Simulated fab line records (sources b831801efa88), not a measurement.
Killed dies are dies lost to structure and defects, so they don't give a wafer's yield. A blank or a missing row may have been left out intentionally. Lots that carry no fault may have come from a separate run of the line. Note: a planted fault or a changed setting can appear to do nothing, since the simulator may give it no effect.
Which tool was responsible? || flow sky130 || 7 lots with 21 wafers sampled at 4 steps, on a route of 708 steps

== WHAT THE GAUGES SHOWED, per wafer ==
SKY_LDD_N_TW_MEAS_17.
{"lot": "L555", "measured": "day 18 08:23", "on": "filmMetro-02", "LDD_N_TW": "2586 2568 2581"}
{"lot": "L557", "measured": "day 19 00:08", "on": "filmMetro-02", "LDD_N_TW": "2581 2576 2580"}
{"lot": "L559", "measured": "day 20 02:49", "on": "filmMetro-02", "LDD_N_TW": "2573 2589 2595"}
{"lot": "L562", "measured": "day 21 05:05", "on": "filmMetro-02", "LDD_N_TW": "2568 2573 2591"}
{"lot": "L564", "measured": "day 21 22:23", "on": "filmMetro-02", "LDD_N_TW": "2440 2418 2435"}
{"lot": "L574", "measured": "day 25 04:46", "on": "filmMetro-01", "LDD_N_TW": "2578 2556 2590"}
{"lot": "L576", "measured": "day 25 17:42", "on": "filmMetro-03", "LDD_N_TW": "2603 2603 2597"}

== WHICH TOOL RAN EACH LOT (tool, then ch and the chambers of the sampled wafers, then the start) ==
{"lot": "L555", "SKY_SONOS_ONO_STRIP_17": "plasmaAsher-01 ch 0,1, day 13 03:46", "SKY_LDD_N_IMPLANT_08": "implanter-03 ch 0, day 18 07:07", "SKY_LDD_N_STRIP_16": "plasmaAsher-01 ch 0,1, day 18 08:17"}
{"lot": "L557", "SKY_SONOS_ONO_STRIP_17": "plasmaAsher-04 ch 0,1, day 13 20:57", "SKY_LDD_N_IMPLANT_08": "implanter-02 ch 0, day 18 22:50", "SKY_LDD_N_STRIP_16": "plasmaAsher-03 ch 0,1, day 19 00:02"}
{"lot": "L559", "SKY_SONOS_ONO_STRIP_17": "plasmaAsher-01 ch 0,1, day 14 14:27", "SKY_LDD_N_IMPLANT_08": "implanter-03 ch 0, day 20 01:32", "SKY_LDD_N_STRIP_16": "plasmaAsher-03 ch 0,1, day 20 02:43"}
{"lot": "L562", "SKY_SONOS_ONO_STRIP_17": "plasmaAsher-03 ch 1, day 15 18:33", "SKY_LDD_N_IMPLANT_08": "implanter-03 ch 0, day 21 03:47", "SKY_LDD_N_STRIP_16": "plasmaAsher-04 ch 0,1, day 21 04:59"}
{"lot": "L564", "SKY_SONOS_ONO_STRIP_17": "plasmaAsher-03 ch 0,1, day 16 07:13", "SKY_LDD_N_IMPLANT_08": "implanter-02, day 21 21:05", "SKY_LDD_N_STRIP_16": "plasmaAsher-04 ch 0,1, day 21 22:17"}
{"lot": "L574", "SKY_SONOS_ONO_STRIP_17": "plasmaAsher-01 ch 0,1, day 19 18:03", "SKY_LDD_N_IMPLANT_08": "implanter-01 ch 0, day 25 03:28", "SKY_LDD_N_STRIP_16": "plasmaAsher-03 ch 0,1, day 25 04:40"}
{"lot": "L576", "SKY_SONOS_ONO_STRIP_17": "plasmaAsher-01 ch 0,1, day 20 07:58", "SKY_LDD_N_IMPLANT_08": "implanter-01 ch 0, day 25 16:25", "SKY_LDD_N_STRIP_16": "plasmaAsher-01 ch 0,1, day 25 17:35"}
- SKY_SONOS_ONO_STRIP_17: strips in O2/N2.
- SKY_LDD_N_IMPLANT_08
- SKY_LDD_N_STRIP_16: strips in O2/N2.

== THE ANSWER, worked out from the rows above alone ==
Rule: the lots themselves supply what counts as usual. Put in order of their means at a reading, lots are off if they are a third of the lots or fewer, leave a main group of 4 or more, and stand apart from it by a gap of 3 or more times the standard deviation of the main group's means; of several such gaps the widest counts. A main group is skipped when, at the precision printed for the reading in the tables above, its means are all equal. A lot without any number at a reading at which 4 lots or more have one is off too. Where the step has rows for the other lots, those lots are counted as sound.
Off: L564, seen at SKY_LDD_N_TW_MEAS_17 (LDD_N_TW). The main group: mean 2583, standard deviation 8.8.
If a tool, at a process step before that reading, ran all the lots that are off and no sound lot after the first of them, it fits. Those tools and the gauges at SKY_LDD_N_TW_MEAS_17 are tried in the same way. Can't be told from this: 4 tools fit, plasmaAsher-03 at SKY_SONOS_ONO_STRIP_17, implanter-02 at SKY_LDD_N_IMPLANT_08, plasmaAsher-04 at SKY_LDD_N_STRIP_16, filmMetro-02 at SKY_LDD_N_TW_MEAS_17.

== WHAT THE SIMULATOR HAD INSERTED ==
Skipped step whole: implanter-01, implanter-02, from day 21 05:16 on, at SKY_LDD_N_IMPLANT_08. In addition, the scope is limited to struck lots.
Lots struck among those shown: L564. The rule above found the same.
